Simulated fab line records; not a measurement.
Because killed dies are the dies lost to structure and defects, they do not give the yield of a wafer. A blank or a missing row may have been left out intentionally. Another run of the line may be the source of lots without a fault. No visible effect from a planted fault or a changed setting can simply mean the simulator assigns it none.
Split-lot study || flow sfqLine || 5 lots, 15 wafers read, on a route of 325 steps

ABOUT THE SPLIT
At SFQ_TRILAYER_M1_ETCH_METAL_ETCH_042 (etches Nb in Cl2/Ar, stops on SiO2, target depth 240 nm, time 120 s), the setting icpW was moved away from the recipe's 600 W on 7 of the 15 wafers read, by -7.4% to +8.7%. This setting was run at the recipe's value on the other wafers.

The reading comes from the split's own step.

THE READING
KrF_of_TRILAYER_M1_LITHO_COAT_039.thkNm (the simulator's own value, which no gauge read), in nm, at SFQ_TRILAYER_M1_ETCH_METAL_ETCH_042 (etches Nb in Cl2/Ar, stops on SiO2, target depth 240 nm, time 120 s). The file gives no usual value for it. Here, 8 wafers ran the recipe; their average is 379.5 nm with a standard deviation of 2.7 nm.

{"wafer": "L074.4", "tool, chamber at the split": "rieMetal-04, 0", "icpW as run, W": 600, "against the recipe": "recipe", "KrF_of_TRILAYER_M1_LITHO_COAT_039.thkNm, nm": 379.4, "against lot-mates on the recipe": "-"}
{"wafer": "L074.5", "tool, chamber at the split": "rieMetal-04, 0", "icpW as run, W": 600, "against the recipe": "recipe", "KrF_of_TRILAYER_M1_LITHO_COAT_039.thkNm, nm": 381, "against lot-mates on the recipe": "-"}
{"wafer": "L074.6", "tool, chamber at the split": "rieMetal-04, 1", "icpW as run, W": 600, "against the recipe": "recipe", "KrF_of_TRILAYER_M1_LITHO_COAT_039.thkNm, nm": 379.9, "against lot-mates on the recipe": "-"}
{"wafer": "L076.1", "tool, chamber at the split": "rieMetal-03, 1", "icpW as run, W": 555.9, "against the recipe": "-7.4%", "KrF_of_TRILAYER_M1_LITHO_COAT_039.thkNm, nm": 396.2, "against lot-mates on the recipe": "+10.5"}
{"wafer": "L076.2", "tool, chamber at the split": "rieMetal-03, 0", "icpW as run, W": 555.9, "against the recipe": "-7.4%", "KrF_of_TRILAYER_M1_LITHO_COAT_039.thkNm, nm": 393.3, "against lot-mates on the recipe": "+7.6"}
{"wafer": "L076.6", "tool, chamber at the split": "rieMetal-03, 0", "icpW as run, W": 600, "against the recipe": "recipe", "KrF_of_TRILAYER_M1_LITHO_COAT_039.thkNm, nm": 385.7, "against lot-mates on the recipe": "-"}
{"wafer": "L080.5", "tool, chamber at the split": "rieMetal-04, 1", "icpW as run, W": 626.4, "against the recipe": "+4.4%", "KrF_of_TRILAYER_M1_LITHO_COAT_039.thkNm, nm": 373.8, "against lot-mates on the recipe": "no lot-mate on the recipe"}
{"wafer": "L080.6", "tool, chamber at the split": "rieMetal-04, 0", "icpW as run, W": 626.4, "against the recipe": "+4.4%", "KrF_of_TRILAYER_M1_LITHO_COAT_039.thkNm, nm": 376.5, "against lot-mates on the recipe": "no lot-mate on the recipe"}
{"wafer": "L084.4", "tool, chamber at the split": "rieMetal-04, 0", "icpW as run, W": 600, "against the recipe": "recipe", "KrF_of_TRILAYER_M1_LITHO_COAT_039.thkNm, nm": 376.8, "against lot-mates on the recipe": "-"}
{"wafer": "L084.5", "tool, chamber at the split": "rieMetal-04, 0", "icpW as run, W": 600, "against the recipe": "recipe", "KrF_of_TRILAYER_M1_LITHO_COAT_039.thkNm, nm": 378.8, "against lot-mates on the recipe": "-"}
{"wafer": "L085.1", "tool, chamber at the split": "rieMetal-04, 1", "icpW as run, W": 600, "against the recipe": "recipe", "KrF_of_TRILAYER_M1_LITHO_COAT_039.thkNm, nm": 377, "against lot-mates on the recipe": "-"}
{"wafer": "L085.2", "tool, chamber at the split": "rieMetal-04, 0", "icpW as run, W": 652.5, "against the recipe": "+8.7%", "KrF_of_TRILAYER_M1_LITHO_COAT_039.thkNm, nm": 369.6, "against lot-mates on the recipe": -7.8}
{"wafer": "L085.3", "tool, chamber at the split": "rieMetal-04, 1", "icpW as run, W": 652.5, "against the recipe": "+8.7%", "KrF_of_TRILAYER_M1_LITHO_COAT_039.thkNm, nm": 367.3, "against lot-mates on the recipe": -10.1}
{"wafer": "L085.5", "tool, chamber at the split": "rieMetal-04, 0", "icpW as run, W": 652.5, "against the recipe": "+8.7%", "KrF_of_TRILAYER_M1_LITHO_COAT_039.thkNm, nm": 368.1, "against lot-mates on the recipe": -9.2}
{"wafer": "L085.6", "tool, chamber at the split": "rieMetal-04, 1", "icpW as run, W": 600, "against the recipe": "recipe", "KrF_of_TRILAYER_M1_LITHO_COAT_039.thkNm, nm": 377.7, "against lot-mates on the recipe": "-"}

FIT RESULTS
A straight line over all 15 wafers: KrF_of_TRILAYER_M1_LITHO_COAT_039.thkNm changes by -1.55 nm for each +1% of icpW; r = -0.94; the points scatter about the line by 2.8 nm.
The same after taking each lot's own level away (the mean of its wafers on the recipe; 13 wafers): -1.1 nm for each +1%; r = -0.98; scatter 1.1 nm.
That fit puts the effect of the largest move of icpW on the reading at 9.7 nm.
The span of the lots' own levels, 377.35 to 385.70 nm, comes to 3.1 times the standard deviation stated above.
Hence the slope depends on the lot-to-lot level, as the two fits are not the same.
Check: -9.96 nm against its lot-mates is what the line predicts for one of the wafers moved furthest among these (+8.7%) when that wafer is left out of the fit. It came out at -7.75 nm against them.
Tool readings at the split's step, against how far the setting was moved: oesProductAu r = +0.53.

THESE WAFERS: OTHER SPLITS
These wafers also went through other splits before the reading. Each is held against what the fit with the lots' levels taken away leaves over:
{"other split on the same wafers": "SFQ_TRILAYER_L0_DEP_SPUTTER_003 timeS", "wafers away from the commonest value": 5, "r with KrF_of_TRILAYER_M1_LITHO_COAT_039.thkNm (lot level and that fit taken away)": -0.46}
{"other split on the same wafers": "SFQ_TRILAYER_L0_BARC_OPEN_METAL_ETCH_010 icpW", "wafers away from the commonest value": 5, "r with KrF_of_TRILAYER_M1_LITHO_COAT_039.thkNm (lot level and that fit taken away)": "+0.14"}
{"other split on the same wafers": "SFQ_TRILAYER_L0_VIA_LITHO_COAT_018 spinRpm", "wafers away from the commonest value": 2, "r with KrF_of_TRILAYER_M1_LITHO_COAT_039.thkNm (lot level and that fit taken away)": "+0.62"}
{"other split on the same wafers": "SFQ_TRILAYER_M0_LITHO_COAT_021 resistThkNm", "wafers away from the commonest value": 5, "r with KrF_of_TRILAYER_M1_LITHO_COAT_039.thkNm (lot level and that fit taken away)": "+0.39"}
{"other split on the same wafers": "SFQ_TRILAYER_M0_BARC_OPEN_METAL_ETCH_031 biasW", "wafers away from the commonest value": 4, "r with KrF_of_TRILAYER_M1_LITHO_COAT_039.thkNm (lot level and that fit taken away)": -0.09}
{"other split on the same wafers": "SFQ_TRILAYER_I0_VIA_LITHO_PEB_034 pebTempC", "wafers away from the commonest value": 3, "r with KrF_of_TRILAYER_M1_LITHO_COAT_039.thkNm (lot level and that fit taken away)": -0.09}
{"other split on the same wafers": "SFQ_TRILAYER_M1_DEP_SPUTTER_037 timeS", "wafers away from the commonest value": 0, "r with KrF_of_TRILAYER_M1_LITHO_COAT_039.thkNm (lot level and that fit taken away)": "-"}

FILE'S OWN FIT
KrF_of_TRILAYER_M1_LITHO_COAT_039.thkNm changes by -1.09 nm for each +1% of icpW, r = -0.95.
